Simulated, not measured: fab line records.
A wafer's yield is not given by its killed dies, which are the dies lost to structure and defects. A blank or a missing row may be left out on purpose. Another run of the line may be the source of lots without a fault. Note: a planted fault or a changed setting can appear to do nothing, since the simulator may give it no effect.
Problem report in the 8D (eight disciplines) form, filled by code -- flow gf180mcu -- the parts of the form that need people (team, actions taken, sign-off) are left out

## 1. WHAT IS WRONG
time-to-endpoint-s at GF_CONTACT_CMP_27 reads a mean of 39 s on 3 wafers of 3 lots; wafers without a fault read 73 s with a standard deviation of 3.3. Measured from the usual mean, that is -10 standard deviations.
The step: polishes, stops on SiO2, t overpolish 15 s, target thk 0 nm.
Earliest sighting: wafer L218.6 on cmp-01 at day 19 12:37. The record has a number at this step for 39 wafers belonging to 14 lots. By rule, "out" or "out of limits" means more than 4 standard deviations away from the usual mean. The other wafers with a number count as sound.

## 2. WHAT IT IS AND WHAT IT IS NOT
question,is,is not
which readings at this step,time-to-endpoint-s,"edge-zone-pressure-frac, motor-current-A, overpolish-run-s, slurry-filter-dp-kPa"
which lots,"L218, L219, L220","L209, L210, L211, L213, L215, L217, L226, L227, L228, L229, L232"
which wafers of those lots,"L218.6, L219.6, L220.6","L218.1, L219.1, L220.2"
read on which tools,cmp-01,cmp-02
when,from day 19 12:37,"up to then (19 sound wafers); but 17 sound wafers of L219, L220, L226, L227, L228, L229, L232 came after"

## 3. WHAT RULES OUT EACH SUSPECT
Counting: if a tool at a process step up to the reading ran every lot that is out, it stays a suspect. Sound lots after the first of them don't rule it out here, since some wafers of a struck lot are sound.
- cmp-01 at GF_CONTACT_CMP_27 (polishes, stops on SiO2, t overpolish 15 s, target thk 0 nm): kept. Every lot that is out went through it, the first being L218 (day 19 12:37); the last sound lot it ran before that was L213 (day 17 16:49). Its own readings are out on those wafers: time-to-endpoint-s.
After counting, what remains is cmp-01 at GF_CONTACT_CMP_27.

## 4. THE CAUSE (what the simulator had put in)
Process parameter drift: cmp-01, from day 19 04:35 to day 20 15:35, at GF_CONTACT_CMP_27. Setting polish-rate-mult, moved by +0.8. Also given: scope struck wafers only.
Counting left only this tool.

## 5. THE EFFECT CHAIN, in route order
Rows list readings where the struck wafers' mean (over those with a number) sits beyond 3 standard deviations from the usual. Readings are gone through only where the record gives a usual standard deviation; hours: the median, over the lots, of the time from a lot's start at the first step in this table giving one to that lot's start at this step; sigmas: the change measured in usual standard deviations.
hours,step,reading,usual,on struck wafers,change,sigmas
0,GF_CONTACT_CMP_27,time-to-endpoint-s,73 s,39,-34,-10
Its process steps:
- GF_CONTACT_CMP_27: polishes, stops on SiO2, t overpolish 15 s, target thk 0 nm.

## 6. WHAT WOULD HAVE CAUGHT IT SOONER
8 hours passed between the start of the fault at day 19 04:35 and the first reading out of limits in this record, taken at day 19 12:37.
